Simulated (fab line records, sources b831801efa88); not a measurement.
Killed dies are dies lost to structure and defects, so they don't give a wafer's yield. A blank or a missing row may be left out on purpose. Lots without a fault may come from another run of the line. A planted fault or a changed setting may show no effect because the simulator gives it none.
A struck lot beside a sound one | flow sky130 | 15 steps out of a route of 708
Sound: wafers L213.1, L213.2, L213.6. Struck: wafer L223.1. (L223.3, L223.4 of the same lot were not struck and are left out.) The cause comes at the end.
At each step with rows: each side's tool, then ch and its chambers, then its first start. Under that, the readings that differ: sound wafers | struck wafers | difference of the means | sigmas: that difference in standard deviations of wafers without a fault.
alike: readings whose means differ by less than 2 such deviations, and words and numbers that are the same on both sides. not compared: withheld readings, readings that some wafer has no value for, bounds like >300 that may hide the same value, and numbers for which the record gives no deviation and whose values overlap.
The two part at a step that has a row with sigmas, a row that says differs or no value, or rows on one side only. Numbers that don't overlap but have no deviation are shown without sigmas and don't part them. A reading that every wafer of one side lacks parts them only if that side has two wafers or more.

first, 8 steps without rows for these wafers: SKY_METAL4_DEHYDRATE_05 (time 60 s); SKY_METAL4_HMDS_06 (prime time 60 s); SKY_METAL4_COAT_07 (resist thk 60 nm); SKY_METAL4_COAT_08 (resist thk 1140 nm); SKY_METAL4_SOFTBAKE_09 (time 90 s); SKY_METAL4_EXPOSE_10 (exposes mask MM4, target cd 300 nm); SKY_METAL4_PEB_11; SKY_METAL4_DEVELOP_12 (develop time 60 s).
SKY_METAL4_CD_MEAS_13: target cd 300 nm.
  sound on cd_sem-01, day 43 04:26; struck on cd_sem-01, day 45 15:25
  alike: cd_nm
SKY_METAL4_OVL_MEAS_14:
  sound on overlay-01, day 43 04:33; struck on overlay-02, day 45 15:32
  alike: METAL4_OVL
SKY_METAL4_DESCUM_15: chemistry O2, time 8 s.
  sound on rie_metal-04 ch 0,1, day 43 04:35; struck on rie_metal-02 ch 0, day 45 15:34
  reading               | sound             | struck | difference | sigmas
  oes_product_au (a.u.) | 1.016 1.001 1.000 | 0.976  | -0.030     | -3
  alike: drypump_motor_current_A
  not compared: rf_hours_counter_h
SKY_METAL4_ETCH_16: etches BARC in N2/H2, stops on SiO2, time 88.2 s, target depth 60 nm.
  sound on rie_metal-04 ch 0,1, day 43 04:37; struck on rie_metal-02 ch 0, day 45 15:36
  alike: drypump_motor_current_A, oes_product_au, throttle_valve_pct
  not compared: rf_hours_counter_h
SKY_METAL4_ETCH_17: etches SiO2 in C4F8/O2/Ar, stops on TiN, time 3.9 s, target depth 15 nm.
  sound on rie_diel-01 ch 2,3, day 43 04:43; struck on rie_diel-01 ch 2, day 45 15:42
  reading                  | sound             | struck | difference | sigmas
  oes_product_au (a.u.)    | 0.748 0.751 0.755 | 0.703  | -0.048     | -7
  model.etch.depth_nm (nm) | 15.41 15.02 15.54 | 13.62  | -1.70      |
  not compared: rf_hours_counter_h
SKY_METAL4_METAL_ETCH_18: etches the open film in Cl2/BCl3, stops on SiO2, target depth 845 nm, time 183.1 s.
  sound on rie_metal-01 ch 0,1, day 43 04:44; struck on rie_metal-04 ch 1, day 45 15:43
  alike: drypump_motor_current_A, oes_product_au, throttle_valve_pct
  not compared: rf_hours_counter_h
-- the record jumps here: 4 days lie between the struck wafers' starts before and after (it left off in module METAL4 and takes up again in module PAD_OPEN, whose first step shown is number 708 of the route) --
SKY_PAD_OPEN_PROBE_99:
  sound on prober-01, day 47 01:58; struck on prober-01, day 49 05:45
  reading                                  | sound               | struck | difference | sigmas
  killed_short                             | 35 33 34            | 47     | +13        | +2
  model.etest.tester.sort_n_pass           | 412 416 418         | 0      | -415       |
  model.etest.tester.sort_yield_pct (%)    | 83.74 84.55 84.96   | 0      | -84        |
  model.etest.tester.sort_bin_3_pct (%)    | 0.813 0.4065 0.4065 | 81.1   | +80.6      |
  model.etest.res_iso_pwell.short          | 0 0 0               | 1      | +1         |
  model.etest.nfet_16v.short               | 0 0 0               | 1      | +1         |
  model.etest.diode_pdiff_nwell.over_limit | 0 0 0               | 1      | +1         |
  model.etest.poly_comb.over_limit         | 0 0 0               | 1      | +1         |
  model.etest.licon_ndiff.short            | 0 0 0               | 1      | +1         |
  alike: defect_limited_yield, killed_at_M0_to_M3, killed_at_M4_up, killed_at_contacts, killed_at_front_end, killed_at_other, killed_dies, killed_open

WHERE THEY PART
First at SKY_METAL4_DESCUM_15; last, within this record, at SKY_PAD_OPEN_PROBE_99.

WHY: what the simulator had put in
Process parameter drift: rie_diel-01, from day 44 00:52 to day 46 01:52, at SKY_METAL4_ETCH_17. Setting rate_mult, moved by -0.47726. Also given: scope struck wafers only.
